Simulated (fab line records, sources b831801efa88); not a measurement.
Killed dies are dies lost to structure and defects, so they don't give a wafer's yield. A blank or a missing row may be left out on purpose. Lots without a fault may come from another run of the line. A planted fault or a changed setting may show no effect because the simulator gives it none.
fab line records | flow sky130
record lots=12 wafers=36 last_day=50
route steps=708 shown VT_ADJUST_LVTN@118 SONOS_TUNNEL@163 CONTACT@407
lots that met no fault: from a run of the same line without faults
start_h: hours from the record's first day to the start of the lot's first wafer shown | wait_h: hours since the lot's step before | " the same as in the row above | L1.1+2: a row that stands for several wafers | - no value, or no start given | * or withheld: withheld | < > ~ a bound
route shown NAME@n: a module of which the file shows steps, and the number in the route of the first | usual: mean/standard deviation of fault-free wafers | same: alike in all rows | chamber/n: place in a boat | sites: the reading at each site | _std_site: their standard deviation | _edge_site: outer sites' mean less inner sites' | radius_mm: how far each site lies from the wafer's centre | mask NAME#n: copy n | behind: the tool/chamber that last shaped the wafer | hold: why the lot was held/for how many hours/how that ended | device: the transistor (n, p or np) that didn't switch | end of line: the same wafers' tests at the end of the route | a step without rows: its recipe alone | killed: dies lost to structure and defects at the first sort, not the wafer's yield | map: a wafer's dies, x killed, . not, _ none there
set.NAME: the setting as run; set.NAME@STEP: as run at that earlier step | model.NAME: the simulator's own value behind a step, which no gauge read
steps of the route over a sample of lots; a table a step, a row a wafer
services: from which hour (start_h, from the record's first day; less than 0 if before it) a tool's chamber was out of use, for how many hours, and why
## steps
# step SKY_VT_ADJUST_LVTN_TW_MEAS_21
# usual VT_ADJUST_LVTN_2_TW=189.7/2.9
# columns lot.wafer tool chamber start_h wait_h VT_ADJUST_LVTN_2_TW
L389.1 film_metro-03 - 164.49 0.1 191.2
L389.2 " - " " 191.5
L389.5 " - " " 191.0
L390.2 film_metro-03 - 171.30 0.1 192.4
L390.3 " - " " 191.2
L390.4 " - " " 192.0
L391.2 film_metro-03 - 179.63 0.1 191.5
L391.4 " - " " 192.3
L391.5 " - " " 191.7
L392.2 film_metro-04 - 188.39 0.1 191.1
L392.3 " - " " 190.6
L392.5 " - " " 190.9
L394.2 film_metro-03 - 195.95 0.1 191.2
L394.4 " - " " 191.6
L394.5 " - " " 191.3
L395.3 film_metro-03 - 203.24 0.1 191.1
L395.4 " - " " 190.9
L395.5 " - " " 191.7
L398.1 film_metro-03 - 228.18 0.1 190.5
L398.5 " - " " 190.8
L398.6 " - " " 190.5
L399.1 film_metro-03 - 233.89 0.1 191.1
L399.3 " - " " 191.1
L399.5 " - " " 189.9
L401.1 film_metro-04 - 244.93 0.1 191.6
L401.3 " - " " 191.6
L401.5 " - " " 191.5
L405.1 film_metro-04 - 272.01 0.1 191.6
L405.4 " - " " 192.2
L405.5 " - " " 190.7
L406.2 film_metro-03 - 275.77 0.1 190.7
L406.4 " - " " 191.0
L406.6 " - " " 190.9
L407.1 film_metro-03 - 283.96 0.1 189.4
L407.2 " - " " 191.3
L407.4 " - " " 189.6
# step SKY_SONOS_TUNNEL_IMPLANT_09
# recipe species=B energy_kev=20.31 dose_cm2=1e+12 tilt_deg=withheld
# usual beam_energy_keV=20.311/0.0061 beam_on_s=10.01/0.19 dose_ions_cm2=1.0001e+12/1e+09 faraday_current_uA=5.63/0.11
# columns lot.wafer tool chamber start_h wait_h beam_energy_keV beam_on_s dose_ions_cm2 faraday_current_uA
L389.1 implanter-02 0 249.91 0.0 20.317 10.14 1.0005e+12 5.55
L389.2 " 0 " " 20.305 10.07 9.999e+11 5.62
L389.5 " 0 " " 20.315 10.36 1.0015e+12 5.45
L390.2 implanter-01 0 258.51 0.0 20.315 10.26 1.0008e+12 5.50
L390.3 " 0 " " 20.312 10.12 1.0004e+12 5.59
L390.4 " 0 " " 20.315 10.13 9.992e+11 5.57
L391.2 implanter-03 0 267.68 0.0 20.313 10.15 9.993e+11 5.55
L391.4 " 0 " " 20.303 9.84 9.984e+11 5.73
L391.5 " 0 " " 20.305 9.97 9.981e+11 5.65
L392.2 implanter-01 0 279.83 0.0 20.312 10.40 9.998e+11 5.41
L392.3 " 0 " " 20.307 9.91 1e+12 5.69
L392.5 " 0 " " 20.303 9.95 1.0013e+12 5.68
L394.2 implanter-03 0 288.76 0.0 20.313 10.31 1.0012e+12 5.46
L394.4 " 0 " " 20.308 9.78 1e+12 5.76
L394.5 " 0 " " 20.307 10.09 9.991e+11 5.58
L395.3 implanter-03 0 296.00 0.1 20.319 10.07 9.999e+11 5.61
L395.4 " 0 " " 20.313 9.99 9.995e+11 5.63
L395.5 " 0 " " 20.307 9.75 1.0004e+12 5.77
L398.1 implanter-02 0 326.66 0.0 20.306 10.19 1.0004e+12 5.52
L398.5 " 0 " " 20.311 9.88 1.0003e+12 5.68
L398.6 " 0 " " 20.294 9.74 1.0007e+12 5.78
L399.1 implanter-03 0 334.61 0.0 20.308 10.27 9.985e+11 5.48
L399.3 " 0 " " 20.311 9.65 1.0005e+12 5.84
L399.5 " 0 " " 20.322 10.09 9.987e+11 5.63
L401.1 implanter-03 0 347.70 0.0 20.320 10.10 1.0007e+12 5.58
L401.3 " 0 " " 20.307 9.67 9.982e+11 5.84
L401.5 " 0 " " 20.311 10.01 9.99e+11 5.64
L405.1 implanter-03 0 379.09 0.1 20.303 8.43 9.995e+11 6.69
L405.4 " 0 " " 20.307 8.49 1.0009e+12 6.65
L405.5 " 0 " " 20.305 8.29 9.994e+11 6.80
L406.2 implanter-03 0 381.96 0.0 20.304 8.37 9.981e+11 6.75
L406.4 " 0 " " 20.298 8.36 1.0012e+12 6.73
L406.6 " 0 " " 20.304 8.39 9.992e+11 6.74
L407.1 implanter-01 0 392.18 0.0 20.320 9.97 9.991e+11 5.65
L407.2 " 0 " " 20.312 9.91 9.981e+11 5.73
L407.4 " 0 " " 20.312 10.08 9.978e+11 5.60
# step SKY_SONOS_TUNNEL_TW_MEAS_12
# usual SONOS_TUNNEL_TW=198/3.2
# columns lot.wafer tool chamber start_h wait_h SONOS_TUNNEL_TW
L389.1 film_metro-02 - 250.32 0.0 193
L389.2 " - " " 194
L389.5 " - " " 193
L390.2 film_metro-04 - 258.91 0.0 201
L390.3 " - " " 201
L390.4 " - " " 203
L391.2 film_metro-03 - 268.16 0.0 200
L391.4 " - " " 201
L391.5 " - " " 201
L392.2 film_metro-04 - 280.22 0.0 201
L392.3 " - " " 201
L392.5 " - " " 202
L394.2 film_metro-04 - 289.17 0.0 201
L394.4 " - " " 201
L394.5 " - " " 201
L395.3 film_metro-04 - 296.40 0.0 199
L395.4 " - " " 200
L395.5 " - " " 200
L398.1 film_metro-02 - 327.07 0.0 194
L398.5 " - " " 193
L398.6 " - " " 193
L399.1 film_metro-02 - 335.02 0.0 193
L399.3 " - " " 193
L399.5 " - " " 193
L401.1 film_metro-04 - 348.11 0.0 200
L401.3 " - " " 200
L401.5 " - " " 200
L405.1 film_metro-02 - 379.51 0.0 184
L405.4 " - " " 184
L405.5 " - " " 184
L406.2 film_metro-04 - 382.39 0.0 192
L406.4 " - " " 192
L406.6 " - " " 191
L407.1 film_metro-03 - 392.61 0.0 200
L407.2 " - " " 201
L407.4 " - " " 201
# step SKY_CONTACT_THK_MEAS_01
# recipe reads=Si3N4_of_CONTACT_CVD_00
# usual CONTACT_CVD_00_THK=75.4/1.2
# columns lot.wafer tool chamber start_h wait_h CONTACT_CVD_00_THK[nm]
L389.1 film_metro-01 - 711.84 - 74.6
L389.2 " - " " 76.2
L389.5 " - " " 78.3
L390.2 film_metro-03 - 721.65 - 73.3
L390.3 " - " " 76.1
L390.4 " - " " 75.1
L391.2 film_metro-03 - 733.99 - 76.1
L391.4 " - " " 77.1
L391.5 " - " " 74.6
L392.2 film_metro-03 - 749.05 - 74.9
L392.3 " - " " 73.4
L392.5 " - " " 77.4
L394.2 film_metro-02 - 751.59 - 74.9
L394.4 " - " " 75.9
L394.5 " - " " 78.0
L395.3 film_metro-02 - 764.90 - 74.6
L395.4 " - " " 75.9
L395.5 " - " " 75.6
L398.1 film_metro-03 - 798.35 - 73.9
L398.5 " - " " 75.1
L398.6 " - " " 74.2
L399.1 film_metro-02 - 805.80 - 73.9
L399.3 " - " " 75.0
L399.5 " - " " 75.7
L401.1 film_metro-02 - 813.24 - 72.8
L401.3 " - " " 74.9
L401.5 " - " " 76.7
L405.1 film_metro-02 - 845.43 - 76.0
L405.4 " - " " 75.3
L405.5 " - " " 76.7
L406.2 film_metro-03 - 848.43 - 75.9
L406.4 " - " " 75.2
L406.6 " - " " 74.9
L407.1 film_metro-01 - 855.88 - 74.0
L407.2 " - " " 76.2
L407.4 " - " " 75.1
# step SKY_CONTACT_CVD_24
# recipe material=W target_thk_nm=340 time_s=102.12 temp_c=400 pressure_torr=38.51
# usual heater_power_outer_w=619/77 heater_power_w=972/64
# columns lot.wafer tool chamber start_h wait_h heater_power_outer_w heater_power_w
L389.1 cvd_w-01 0 741.72 0.0 556 892
L389.2 " 1 " " 564 947
L389.5 " 0 " " 540 890
L390.2 cvd_w-02 0 751.58 0.0 742 1056
L390.3 " 1 " " 568 936
L390.4 " 0 " " 724 1031
L391.2 cvd_w-02 1 763.62 0.0 577 972
L391.4 " 1 " " 569 959
L391.5 " 1 " " 562 951
L392.2 cvd_w-01 0 778.63 0.0 552 907
L392.3 " 0 " " 556 896
L392.5 " 0 " " 549 892
L394.2 cvd_w-01 0 780.71 0.0 554 893
L394.4 " 0 " " 560 892
L394.5 " 1 " " 586 921
L395.3 cvd_w-01 1 793.83 0.1 592 955
L395.4 " 0 " " 563 896
L395.5 " 0 " " 544 908
L398.1 cvd_w-02 1 826.38 0.0 571 960
L398.5 " 1 " " 556 958
L398.6 " 0 " " 725 1049
L399.1 cvd_w-01 0 834.74 0.0 556 892
L399.3 " 1 " " 584 927
L399.5 " 1 " " 565 921
L401.1 cvd_w-02 0 841.50 0.0 711 1078
L401.3 " 0 " " 733 1045
L401.5 " 0 " " 725 1065
L405.1 cvd_w-02 0 873.20 0.0 731 1042
L405.4 " 0 " " 729 1041
L405.5 " 0 " " 740 1088
L406.2 cvd_w-01 0 875.84 0.0 551 905
L406.4 " 1 " " 586 933
L406.6 " 1 " " 570 951
L407.1 cvd_w-02 0 882.67 0.0 745 1052
L407.2 " 1 " " 573 964
L407.4 " 1 " " 575 942
## services
# columns tool chamber start_h hours kind
cvd_w-02 - 227.65 0.8 repair
implanter-03 - 246.19 1.4 repair
cvd_w-02 - 248.81 0.5 repair
cvd_w-01 1 254.84 4.2 repair
cvd_w-02 0 256.02 3.6 repair
implanter-03 - 280.53 3.7 pm
implanter-03 - 285.13 3.1 pm
implanter-03 - 290.16 4.0 repair
cvd_w-01 1 333.98 5.6 repair
cvd_w-01 - 355.70 6.9 pm
cvd_w-01 - 371.03 6.0 pm
cvd_w-02 - 375.01 1.6 repair
cvd_w-02 - 376.10 0.7 repair
implanter-03 - 388.99 0.6 repair
cvd_w-02 - 390.00 14.0 pm
implanter-03 - 417.94 2.4 repair
implanter-03 - 560.25 6.0 repair
implanter-03 - 589.42 9.1 repair
implanter-03 - 677.84 0.7 repair
implanter-03 - 678.38 2.8 repair
implanter-03 - 691.46 1.2 repair
implanter-03 - 718.68 3.6 pm
implanter-03 - 769.53 5.4 pm
implanter-03 - 844.35 1.6 repair
## key
first_sign step=SKY_SONOS_TUNNEL_IMPLANT_09 reading=faraday_current_uA direction=up sigmas=10 usual=5.63 struck=6.73
effect step=SKY_SONOS_TUNNEL_IMPLANT_09 reading=beam_on_s direction=down sigmas=8.7 usual=10.01 struck=8.39
effect step=SKY_SONOS_TUNNEL_TW_MEAS_12 reading=SONOS_TUNNEL_TW direction=down sigmas=3.4 usual=198 struck=188
met_at SKY_SONOS_TUNNEL_IMPLANT_09
struck_lots L405,L406
tester_left_out L405,L406
not_acting_at SKY_VT_ADJUST_LVTN_TW_MEAS_21,SKY_CONTACT_THK_MEAS_01,SKY_CONTACT_CVD_24
onset_between 347.70 379.09
fault kind=process_parameter_drift tool=implanter-03 chamber=- onset_h=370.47 steps=SKY_SONOS_TUNNEL_IMPLANT_09 channel=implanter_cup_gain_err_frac offset=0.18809 shape=step end_h=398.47
# tester_left_out: of these lots the tester's yield and bins aren't shown, on N5 and GAA mostly nor the transistor test; their killed dies are dies lost to structure and defects alone, not to doping, threshold or leakage, so they don't give the yield
